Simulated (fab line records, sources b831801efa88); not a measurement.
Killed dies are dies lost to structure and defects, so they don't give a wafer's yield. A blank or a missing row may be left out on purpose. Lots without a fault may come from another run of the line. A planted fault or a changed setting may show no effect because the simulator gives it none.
A struck lot beside a sound one | flow sky130 | 15 steps out of a route of 708
Sound: wafers L284.1, L284.4, L284.6. Struck: wafers L286.4, L286.5, L286.6. The cause comes at the end.
At each step with rows: each side's tool, then ch and its chambers, then its first start. Under that, the readings that differ: sound wafers | struck wafers | difference of the means | sigmas: that difference in standard deviations of wafers without a fault.
alike: readings whose means differ by less than 2 such deviations, and words and numbers that are the same on both sides. not compared: withheld readings, readings that some wafer has no value for, bounds like >300 that may hide the same value, and numbers for which the record gives no deviation and whose values overlap.
The two part at a step that has a row with sigmas, a row that says differs or no value, or rows on one side only. Numbers that don't overlap but have no deviation are shown without sigmas and don't part them. A reading that every wafer of one side lacks parts them only if that side has two wafers or more.

first, 1 step without rows for these wafers: SKY_LDD_P_IMPLANT_09.
SKY_LDD_P_STRIP_10: strips in O2/N2.
  sound on plasma_asher-01 ch 0,1, day 18 10:44; struck on plasma_asher-02 ch 0,1, day 19 09:18
  alike: drypump_motor_current_A, n2_flow_sccm, oes_product_au, strip_time_to_endpoint_s
  not compared: rf_hours_counter_h
SKY_LDD_P_TW_MEAS_11:
  sound on film_metro-02, day 18 10:50; struck on film_metro-02, day 19 09:23
  alike: LDD_P_TW
then, 7 steps without rows for these wafers: SKY_LDD_HVN_DEHYDRATE_00 (time 60 s); SKY_LDD_HVN_HMDS_01 (prime time 60 s); SKY_LDD_HVN_COAT_02 (resist thk 300 nm); SKY_LDD_HVN_SOFTBAKE_03 (time 60 s); SKY_LDD_HVN_EXPOSE_04 (exposes mask HVNTM, target cd 700 nm); SKY_LDD_HVN_PEB_05; SKY_LDD_HVN_DEVELOP_06 (develop time 60 s).
SKY_LDD_HVN_OVL_MEAS_07:
  sound on overlay-02, day 19 16:04; struck on overlay-02, day 20 17:01
  alike: LDD_HVN_OVL
then, 1 step without rows for these wafers: SKY_LDD_HVN_IMPLANT_08.
SKY_LDD_HVN_STRIP_09: strips in O2/N2.
  sound on plasma_asher-02 ch 0,1, day 19 16:14; struck on plasma_asher-02 ch 0,1, day 20 17:13
  reading             | sound             | struck            | difference | sigmas
  n2_flow_sccm (sccm) | 299.4 298.1 300.4 | 361.2 360.7 358.6 | +60.9      | +65
  alike: drypump_motor_current_A, oes_product_au, strip_time_to_endpoint_s
  not compared: rf_hours_counter_h
SKY_LDD_HVN_TW_MEAS_10:
  sound on film_metro-02, day 19 16:20; struck on film_metro-01, day 20 17:19
  alike: LDD_HVN_TW
-- the record jumps here: 26 days lie between the struck wafers' starts before and after (it left off in module LDD_HVN and takes up again in module PAD_OPEN, whose first step shown is number 708 of the route) --
SKY_PAD_OPEN_PROBE_99:
  sound on prober-01, day 45 12:15; struck on prober-01, day 46 05:39
  alike: killed_at_M0_to_M3, killed_at_M4_up, killed_at_contacts, killed_at_front_end, killed_at_other, killed_dies, killed_open, killed_short

WHERE THEY PART
Only at SKY_LDD_HVN_STRIP_09, within this record. Later steps at which nothing parts them and some readings are alike: SKY_LDD_HVN_TW_MEAS_10, SKY_PAD_OPEN_PROBE_99.

WHY: what the simulator had put in
Process parameter drift: plasma_asher-02, from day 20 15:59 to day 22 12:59, at SKY_LDD_HVN_STRIP_09. Setting n2_flow_sccm, moved by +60, from 300. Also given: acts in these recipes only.
